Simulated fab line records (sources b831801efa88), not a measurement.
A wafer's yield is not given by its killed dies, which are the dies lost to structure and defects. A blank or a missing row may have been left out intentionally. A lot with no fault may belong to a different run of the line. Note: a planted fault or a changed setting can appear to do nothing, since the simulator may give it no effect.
Which tool is to blame?    flow gf180mcu    13 lots, 39 wafers sampled, at 2 steps of a route of 602

WHAT THE GAUGES READ, wafer by wafer
GF_CONTACT_OVL_MEAS_15.
lot   measured      on          CONTACT_OVL (nm)
L266  day 16 06:35  overlay-02  13 8 9
L267  day 17 00:53  overlay-02  7 14 8
L268  day 17 10:37  overlay-01  12 2 10
L269  day 17 14:35  overlay-02  -3 1 7
L270  day 18 12:25  overlay-02  3 6 9
L272  day 19 02:37  overlay-02  1 -6 8
L274  day 19 05:22  overlay-02  5 11 6
L275  day 19 23:52  overlay-01  -1 -2 -6
L279  day 21 06:25  overlay-01  1 4 -4
L281  day 21 15:10  overlay-01  0 4 7
L280  day 21 18:19  overlay-01  1 3 1
L284  day 22 21:46  overlay-02  -2 -5 0
L287  day 23 22:55  overlay-01  3 4 3

GF_M1_OVL_MEAS_15.
lot   measured      on          M1_OVL (nm)
L266  day 17 05:40  overlay-02  -1 -5 -10
L267  day 18 01:44  overlay-02  11 -3 15
L268  day 18 11:16  overlay-02  -1 1 4
L269  day 18 15:37  overlay-02  -1 1 -1
L270  day 19 14:21  overlay-01  -6 0 -9
L272  day 20 04:45  overlay-01  -9 5 8
L274  day 20 07:34  overlay-01  -12 4 -5
L275  day 21 01:28  overlay-02  -8 -8 -10
L279  day 22 07:49  overlay-01  -13 -11 -7
L281  day 22 15:54  overlay-01  -4 -1 -2
L280  day 22 19:31  overlay-01  8 7 7
L284  day 23 21:28  overlay-02  5 1 1
L287  day 24 22:37  overlay-01  5 -9 9

WHAT TOOL EACH LOT RAN ON (gives the tool, then ch and the chambers of the sampled wafers, and finally the start)
There is no process step in the record ahead of these readings.

WHAT THE TOOLS THEMSELVES READ (means of the sampled wafers that have a number; where no wafer has one, the mark that the record gives instead)
The record holds no such reading with a usual standard deviation.

THE ANSWER, worked out from the rows above alone
Rule: what is usual is taken from the lots themselves. The widest of any qualifying gaps counts: lots, ordered by their means at a reading, are off when they make up no more than a third of the lots, leave a main group of 4 or more, and stand apart from it by 3 or more times the standard deviation of that group's means. The tables above print the reading to a certain number of digits; a main group whose means all agree to those digits is not used. Also off: a lot with no number at a reading for which 4 or more lots have one. All remaining lots with rows at the step are treated as sound. Order of review: gauges by route order, followed by the tools' own readings, for which a lot's mean as printed above is used. At the first step where some lot is off, the reading lying furthest off is the one used; lots without a number count as furthest.
Across all readings shown, no lot is off: no conclusion can be drawn from this.

WHAT THE SIMULATOR PUT IN
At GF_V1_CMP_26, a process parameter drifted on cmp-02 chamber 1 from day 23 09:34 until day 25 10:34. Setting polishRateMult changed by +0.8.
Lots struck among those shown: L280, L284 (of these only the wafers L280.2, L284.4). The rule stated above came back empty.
